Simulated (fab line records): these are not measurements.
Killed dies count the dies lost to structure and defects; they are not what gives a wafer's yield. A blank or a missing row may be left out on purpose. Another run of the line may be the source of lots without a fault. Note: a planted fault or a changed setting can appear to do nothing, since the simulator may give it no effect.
Chamber matching    flow sky130    SKY_VIA1_ETCH_15 on rie diel-02 has 4 sister chambers
The step etches SiO2 in C4F8/O2/Ar, stops on TiN, target depth 351 nm, time 54 s. 4 wafers are shown with their chamber, then 9 later ones without.

== WAFERS PAIRED WITH THEIR CHAMBERS ==
wafer   chamber  oes product au (a.u.)
L090.1  1        0.991
L090.3  3        0.979
L091.1  0        0.974
L091.5  2        0.976

== WAFERS WITH NO CHAMBER GIVEN ==
wafer   oes product au (a.u.)
L096.1  0.984
L096.2  0.989
L096.3  0.989
L096.4  0.987
L096.5  0.981
L096.6  0.978
L097.1  0.978
L097.4  0.987
L097.5  0.981

== WHICH CHAMBER EACH WENT THROUGH ==
wafer    from the rows above                 in truth
L096.1   can't be placed: 3 or 1 or 2 or 0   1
L096.2   1                                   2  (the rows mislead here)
L096.3   1                                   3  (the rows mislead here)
L096.4   can't be placed: 1 or 3             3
L096.5   can't be placed: 3 or 2 or 0        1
L096.6   can't be placed: 3 or 2 or 0        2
L097.1   can't be placed: 3 or 2 or 0        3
L097.4   can't be placed: 1 or 3             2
L097.5   can't be placed: 3 or 2 or 0        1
Placed correctly: 0 of 9. From these rows, 7 cannot be placed; in 4 the true chamber is one of the candidates. Wrongly placed: 2.
How it was worked out, from the rows above alone: a wafer's distance from a chamber is the root of the sum, over the readings, of the square of ((its reading less the chamber's mean) divided by the reading's scatter). The wafer belongs to the nearest chamber; if the next one is less than 2 further off, it can't be placed. A chamber's mean is the mean of its shown wafers. The scatter (one wafer shown for each chamber): square how far every hidden wafer sits from the nearest shown wafer, average those squares and take the square root.
